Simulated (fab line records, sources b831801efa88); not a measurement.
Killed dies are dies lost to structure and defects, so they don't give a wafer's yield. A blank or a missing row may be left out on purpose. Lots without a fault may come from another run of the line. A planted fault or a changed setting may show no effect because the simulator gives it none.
Chamber matching | flow sky130 | SKY_VIA2_ETCH_15 on rie_diel-04: 4 sister chambers
The step etches SiO2 in C4F8/O2/Ar, stops on TiN, target depth 546 nm, time 84 s. 8 wafers are shown with their chamber, then 8 later ones without.

WAFERS WITH THEIR CHAMBER
wafer  | chamber | oes_product_au (a.u.) | bias_w (W)
L082.3 | 2       | 0.929                 | 1203
L084.3 | 2       | 0.945                 | 1198
L092.1 | 1       | 0.939                 | 1203
L092.4 | 3       | 0.937                 | 1196
L093.1 | 3       | 0.935                 | 1197
L093.2 | 1       | 0.947                 | 1200
L093.3 | 0       | 0.934                 | 1197
L095.1 | 0       | 0.940                 | 1199

WAFERS WITHOUT THEIR CHAMBER
wafer  | oes_product_au (a.u.) | bias_w (W)
L095.2 | 0.937                 | 1203
L095.6 | 0.947                 | 1197
L096.1 | 0.937                 | 1198
L096.4 | 0.944                 | 1199
L096.6 | 0.941                 | 1206
L097.2 | 0.943                 | 1193
L097.5 | 0.939                 | 1198
L097.6 | 0.935                 | 1203

WHICH CHAMBER EACH WENT THROUGH
wafer  | from the rows above               | in truth
L095.2 | can't be placed: 1 or 2 or 0 or 3 | 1
L095.6 | can't be placed: 0 or 3 or 1 or 2 | 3
L096.1 | can't be placed: 0 or 3 or 2 or 1 | 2
L096.4 | can't be placed: 0 or 1 or 2 or 3 | 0
L096.6 | can't be placed: 1 or 2 or 0      | 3
L097.2 | can't be placed: 3 or 0 or 2 or 1 | 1
L097.5 | can't be placed: 0 or 3 or 2 or 1 | 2
L097.6 | can't be placed: 2 or 1 or 0 or 3 | 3
Placed correctly: 0 of 8. Can't be placed from these rows: 8 (the true chamber is among the candidates in 7). Placed wrongly: 0.
How it was worked out, from the rows above alone: a wafer's distance from a chamber is the root of the sum, over the readings, of the square of ((its reading less the chamber's mean) divided by the reading's scatter). The wafer belongs to the nearest chamber; if the next one is less than 2 further off, it can't be placed. A chamber's mean is the mean of its shown wafers. The scatter: the root of (the sum of the squares of (reading less its chamber's mean) over the shown wafers, divided by (wafers less chambers)).
